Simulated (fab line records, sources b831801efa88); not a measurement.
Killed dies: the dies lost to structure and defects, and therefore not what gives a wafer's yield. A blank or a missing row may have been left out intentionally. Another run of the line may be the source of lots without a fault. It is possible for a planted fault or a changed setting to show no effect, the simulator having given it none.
8D (eight disciplines) problem report, filled in by code    flow gf180mcu    the parts of the form that need people (team, actions taken, sign-off) are left out

1. WHAT IS WRONG
GF_M1_METAL_ETCH_16, bias-w: mean 146.1 W over 1 wafer from 1 lot; wafers with no fault: 140.0 W, standard deviation 0.4. That is +15 standard deviations from the usual mean.
The step: etches the open film in Cl2/BCl3, stops on SiO2, target depth 627.5 nm, time 104.6 s.
Earliest sighting: wafer L338.1 on rie-metal-04 at day 22 05:14. At this step, 39 wafers from 13 lots have a number in the record. The rule behind "out" and "out of limits": a value lying over 4 standard deviations away from the usual mean. The other wafers with a number count as sound.

2. WHAT IT IS AND WHAT IT IS NOT
question                     is                 is not
which readings at this step  bias-w             drypump-motor-current-A, he-backside-leak-sccm, oes-product-au, throttle-valve-pct
which lots                   L338               L324, L325, L326, L328, L331, L332, L333, L335, L343, L345, L346, L347
which wafers of those lots   L338.1             L338.2, L338.6
read on which tools          rie-metal-04       rie-metal-02, rie-metal-03
when                         from day 22 05:14  up to then (26 sound wafers); but 12 sound wafers of L343, L345, L346, L347 came after

3. THE SUSPECTS, EACH WITH WHAT RULES IT OUT
Counting: any tool at a process step up to the reading remains a suspect provided it ran every lot that is out. Sound lots after the first of them don't rule it out here, since some wafers of a struck lot are sound.
- rie-metal-04 at GF_M1_METAL_ETCH_16 (etches the open film in Cl2/BCl3, stops on SiO2, target depth 627.5 nm, time 104.6 s): kept. It ran the lot that is out, L338 (day 22 05:14); its last sound lot up to then is L333 (day 20 11:12). Out on those wafers are its own readings of bias-w.
- At GF_M1_METAL_ETCH_16 on rie-metal-04, chamber 0 took the sound wafers of the same lots and chamber 1 took the wafers that are out.
Remaining after the count: rie-metal-04 at GF_M1_METAL_ETCH_16.

4. THE CAUSE (what the simulator had put in)
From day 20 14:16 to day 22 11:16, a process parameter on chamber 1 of rie-metal-04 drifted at GF_M1_METAL_ETCH_16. A move of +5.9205 in setting bias-w, from 140. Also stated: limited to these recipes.
This tool alone remained once counting was done.

5. THE EFFECT CHAIN, in route order
Each row: a reading where the mean over the struck wafers with a number is more than 3 standard deviations away from the usual. Only readings whose record carries a usual standard deviation are examined. hours: median over the lots of the time between each lot's start at the first step of this table that gives one and its start at this step. sigmas: the change, counted in usual standard deviations.
hours  step                 reading  usual    on struck wafers  change  sigmas
0      GF_M1_METAL_ETCH_16  bias-w   140.0 W  146.1             +6.1    +15
Its process steps:
- GF_M1_METAL_ETCH_16: etches the open film in Cl2/BCl3, stops on SiO2, target depth 627.5 nm, time 104.6 s.

6. WHAT WOULD HAVE CAUGHT IT SOONER
First out-of-limits reading in this record: day 22 05:14, which is 39 hours after fault onset at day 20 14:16.
